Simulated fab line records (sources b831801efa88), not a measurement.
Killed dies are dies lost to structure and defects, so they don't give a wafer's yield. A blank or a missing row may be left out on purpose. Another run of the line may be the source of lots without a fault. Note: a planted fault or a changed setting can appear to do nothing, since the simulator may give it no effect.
fab line records | flow sfq_line
record: lots: 12 | wafers: 36 | last_day: 82
route steps=325 shown JJ@183 I7@307
lots that met no fault: taken from a fault-free run of the same line
start_h: the number of hours between the record's first day and the start of the first shown wafer of the lot | wait_h: hours elapsed since this lot's preceding step | " as in the row above | L1.1+2: a single row standing in for several wafers | - no value present, or no start provided | * or withheld: withheld | < > ~ a bound
route shown NAME@n: a module of which the file shows steps, and the number in the route of the first | usual: the fault-free wafers' mean and standard deviation | same: alike in all rows | chamber/n: place in a boat | sites: each site's reading | _std_site: standard deviation of those values | _edge_site: inner sites' mean taken away from outer sites' mean | radius_mm: how far each site lies from the wafer's centre | mask NAME#n: copy n | behind: the most recent tool/chamber to have shaped the wafer | hold: why the lot went on hold/how many hours it stayed there/how the hold came to an end | device: whichever transistor did not switch (one of n, p or np) | end of line: tests run on the same wafers once the route is complete | a step without rows: its recipe alone | killed: the dies lost at the first sort to structure and to defects; this is not the yield of the wafer | map: shows each die of a wafer: x if killed, . if not, _ if none is there
set.NAME: the setting the step ran with; set.NAME@STEP: the setting that earlier step ran with | model.NAME: the simulator's own value behind a step, which no gauge read
one table for each step of the route and one row for each wafer, over a sample of lots
services: when a tool's chamber went out of use (start_h, in hours from the record's first day, below 0 if earlier), for how many hours, and the reason
== steps ==
step: SFQ_JJ_RS_MEAS_929
recipe: thk_meas_gauge: four-point-probe | reads: Nb_of_TRILAYER_JJ_TRILAYER_DEP_SPUTTER_112
usual: JJ_NB_RS: 1.085/0.015
lot.wafer | tool          | chamber | start_h | wait_h | JJ_NB_RS[ohm/sq]
L798.1    | film_metro-03 | -       | 1291.29 | 0.0    | 1.088
L798.3    | "             | -       | "       | "      | 1.079
L798.4    | "             | -       | "       | "      | 1.071
L799.1    | film_metro-02 | -       | 1292.49 | 0.0    | 1.094
L799.4    | "             | -       | "       | "      | 1.086
L799.5    | "             | -       | "       | "      | 1.092
L800.1    | film_metro-03 | -       | 1396.99 | 0.0    | 1.079
L800.5    | "             | -       | "       | "      | 1.078
L800.6    | "             | -       | "       | "      | 1.065
L801.1    | film_metro-03 | -       | 1400.44 | 0.0    | 1.090
L801.2    | "             | -       | "       | "      | 1.070
L801.4    | "             | -       | "       | "      | 1.072
L802.3    | film_metro-03 | -       | 1408.91 | 0.1    | 1.057
L802.4    | "             | -       | "       | "      | 1.050
L802.6    | "             | -       | "       | "      | 1.056
L803.1    | film_metro-03 | -       | 1410.27 | 0.0    | 1.085
L803.2    | "             | -       | "       | "      | 1.078
L803.4    | "             | -       | "       | "      | 1.094
L804.1    | film_metro-03 | -       | 1415.04 | 0.0    | 1.080
L804.2    | "             | -       | "       | "      | 1.077
L804.5    | "             | -       | "       | "      | 1.073
L805.1    | film_metro-03 | -       | 1419.64 | 0.0    | 1.077
L805.3    | "             | -       | "       | "      | 1.096
L805.6    | "             | -       | "       | "      | 1.098
L806.2    | film_metro-03 | -       | 1434.06 | 0.1    | 1.075
L806.3    | "             | -       | "       | "      | 1.095
L806.4    | "             | -       | "       | "      | 1.094
L807.2    | film_metro-02 | -       | 1436.46 | 0.1    | 1.103
L807.5    | "             | -       | "       | "      | 1.110
L807.6    | "             | -       | "       | "      | 1.090
L808.2    | film_metro-02 | -       | 1440.06 | 0.1    | 1.100
L808.4    | "             | -       | "       | "      | 1.110
L808.5    | "             | -       | "       | "      | 1.109
L809.3    | film_metro-03 | -       | 1447.27 | 0.1    | 1.081
L809.4    | "             | -       | "       | "      | 1.074
L809.6    | "             | -       | "       | "      | 1.075
step: SFQ_TRILAYER_I7_VIA_BARC_OPEN_VIA_ETCH_260
recipe: mask_material: PR | chemistry: O2 | target_depth_nm: 125 | target: BARC | source_w: 500 | bias_w: 80 | pressure_mtorr: 30 | time_s: 41.7
usual: chamber_pressure_mTorr: 30.002/0.027 | drypump_motor_current_A: 5.9/0.52 | oes_product_au: 0.685/0.0048 | run_length_s: 69.7/0.47 | time_s: 41.7/0
lot.wafer | tool        | chamber | start_h | wait_h | chamber_pressure_mTorr | drypump_motor_current_A | oes_product_au | rf_hours_counter_h | run_length_s | time_s
L798.1    | rie_diel-04 | 1       | 1707.20 | 0.0    | 30.027                 | 6.7                     | 0.677          | 11                 | 69.5         | 41.7
L798.3    | "           | 3       | "       | "      | 30.015                 | 5.8                     | 0.689          | 18                 | 69.8         | 41.7
L798.4    | "           | 1       | "       | "      | 29.976                 | 6.7                     | 0.691          | -                  | 70.1         | 41.7
L799.1    | rie_diel-02 | 3       | 1712.75 | 0.0    | 30.061                 | 6.3                     | 0.681          | 18                 | 70.2         | 41.7
L799.4    | "           | 2       | "       | "      | 30.031                 | 6.3                     | 0.681          | -                  | 70.2         | 41.7
L799.5    | "           | 1       | "       | "      | 30.019                 | 5.0                     | 0.692          | -                  | 69.3         | 41.7
L800.1    | rie_diel-04 | 1       | 1735.48 | 0.0    | 29.961                 | 6.7                     | 0.681          | 12                 | 69.9         | 41.7
L800.5    | "           | 0       | "       | "      | 29.984                 | 5.1                     | 0.677          | -                  | 69.3         | 41.7
L800.6    | "           | 3       | "       | "      | 29.996                 | 5.9                     | 0.683          | -                  | 69.9         | 41.7
L801.1    | rie_diel-02 | 3       | 1736.68 | 0.0    | 29.962                 | 6.3                     | 0.680          | 19                 | 70.1         | 41.7
L801.2    | "           | 1       | "       | "      | 30.009                 | 5.0                     | 0.689          | 1                  | 69.3         | 41.7
L801.4    | "           | 3       | "       | "      | 30.035                 | 6.3                     | 0.683          | -                  | 70.0         | 41.7
L802.3    | rie_diel-01 | 2       | 1841.30 | 0.0    | 30.020                 | 6.0                     | 0.679          | 1                  | 70.9         | 41.7
L802.4    | "           | 3       | "       | "      | 29.990                 | 5.6                     | 0.684          | 17                 | 69.6         | 41.7
L802.6    | "           | 2       | "       | "      | 29.956                 | 6.0                     | 0.690          | -                  | 70.3         | 41.7
L803.1    | rie_diel-01 | 3       | 1848.08 | 0.0    | 29.966                 | 5.6                     | 0.687          | 17                 | 69.3         | 41.7
L803.2    | "           | 0       | "       | "      | 29.993                 | 5.6                     | 0.688          | 17                 | 70.6         | 41.7
L803.4    | "           | 2       | "       | "      | 29.957                 | 6.0                     | 0.685          | 2                  | 70.7         | 41.7
L804.1    | rie_diel-04 | 2       | 1898.03 | 0.0    | 30.037                 | 5.6                     | 0.681          | 4                  | 69.8         | 41.7
L804.2    | "           | 3       | "       | "      | 30.043                 | 5.9                     | 0.674          | 19                 | 69.7         | 41.7
L804.5    | "           | 3       | "       | "      | 30.061                 | 5.9                     | 0.680          | -                  | 69.6         | 41.7
L806.2    | rie_diel-01 | 0       | 1902.83 | 0.0    | 29.984                 | 5.6                     | 0.685          | 17                 | 70.9         | 41.7
L806.3    | "           | 2       | "       | "      | 30.003                 | 6.0                     | 0.683          | 2                  | 70.5         | 41.7
L806.4    | "           | 1       | "       | "      | 29.999                 | 6.3                     | 0.685          | 16                 | 69.6         | 41.7
L805.1    | rie_diel-02 | 2       | 1904.21 | 0.0    | 30.012                 | 6.4                     | 0.813          | 20                 | 59.9         | 29.19
L805.3    | "           | 0       | "       | "      | 29.986                 | 6.1                     | 0.810          | 0                  | 60.3         | 29.19
L805.6    | "           | 1       | "       | "      | 29.964                 | 5.0                     | 0.816          | -                  | 59.6         | 29.19
L807.2    | rie_diel-04 | 2       | 1905.41 | 0.0    | 30.040                 | 5.6                     | 0.822          | 4                  | 60.3         | 29.19
L807.5    | "           | 0       | "       | "      | 29.978                 | 5.1                     | 0.820          | -                  | 60.0         | 29.19
L807.6    | "           | 1       | "       | "      | 29.975                 | 6.7                     | 0.807          | -                  | 60.7         | 29.19
L808.2    | rie_diel-01 | 2       | 1939.04 | 0.0    | 30.049                 | 6.0                     | 0.824          | 2                  | 61.2         | 29.19
L808.4    | "           | 3       | "       | "      | 29.970                 | 5.6                     | 0.823          | 17                 | 59.8         | 29.19
L808.5    | "           | 0       | "       | "      | 29.975                 | 5.6                     | 0.817          | -                  | 61.1         | 29.19
L809.3    | rie_diel-04 | 3       | 1941.31 | 0.0    | 30.013                 | 5.8                     | 0.818          | 19                 | 60.3         | 29.19
L809.4    | "           | 1       | "       | "      | 29.991                 | 6.7                     | 0.822          | 13                 | 60.1         | 29.19
L809.6    | "           | 3       | "       | "      | 30.032                 | 5.8                     | 0.811          | -                  | 60.0         | 29.19
== services ==
tool        | chamber | start_h | hours | kind
rie_diel-04 | 0       | 1704.73 | -     | clean
rie_diel-04 | 0       | 1704.73 | 19.3  | scheduled_down
rie_diel-04 | 0       | 1704.73 | 19.3  | vent_cycle
rie_diel-02 | 0       | 1711.31 | 38.1  | repair
rie_diel-02 | 2       | 1754.04 | 10.1  | repair
rie_diel-01 | 3       | 1772.83 | 5.0   | repair
rie_diel-01 | -       | 1774.46 | 1.9   | repair
rie_diel-02 | 2       | 1775.44 | 13.8  | repair
rie_diel-04 | 1       | 1786.20 | 3.1   | repair
rie_diel-02 | 0       | 1860.04 | -     | clean
rie_diel-02 | 0       | 1860.04 | 26.6  | scheduled_down
rie_diel-02 | 0       | 1860.04 | 26.6  | vent_cycle
rie_diel-04 | -       | 1861.30 | 14.6  | pm
rie_diel-02 | -       | 1880.47 | 0.4   | repair
rie_diel-01 | 3       | 1905.49 | 8.4   | repair
rie_diel-02 | 3       | 1923.33 | -     | clean
rie_diel-02 | 3       | 1923.33 | 23.4  | scheduled_down
rie_diel-02 | 3       | 1923.33 | 23.4  | vent_cycle
rie_diel-04 | -       | 1936.28 | 4.0   | pm
== key ==
first_sign: step: SFQ_TRILAYER_I7_VIA_BARC_OPEN_VIA_ETCH_260 | reading: time_s | direction: down | sigmas: 99+ | usual: * | struck: *
effect: step: SFQ_TRILAYER_I7_VIA_BARC_OPEN_VIA_ETCH_260 | reading: oes_product_au | direction: up | sigmas: 28 | usual: 0.685 | struck: 0.817
met_at SFQ_TRILAYER_I7_VIA_BARC_OPEN_VIA_ETCH_260
struck_lots L805,L807,L808,L809
not_acting_at SFQ_JJ_RS_MEAS_929
onset_between 1902.83 1904.21
fault: kind: recipe_version_skew | tool: rie_diel-01,rie_diel-02,rie_diel-04 | chamber: - | onset_h: 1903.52 | steps: SFQ_TRILAYER_I7_VIA_BARC_OPEN_VIA_ETCH_260 | wrong_recipe.time_s: *
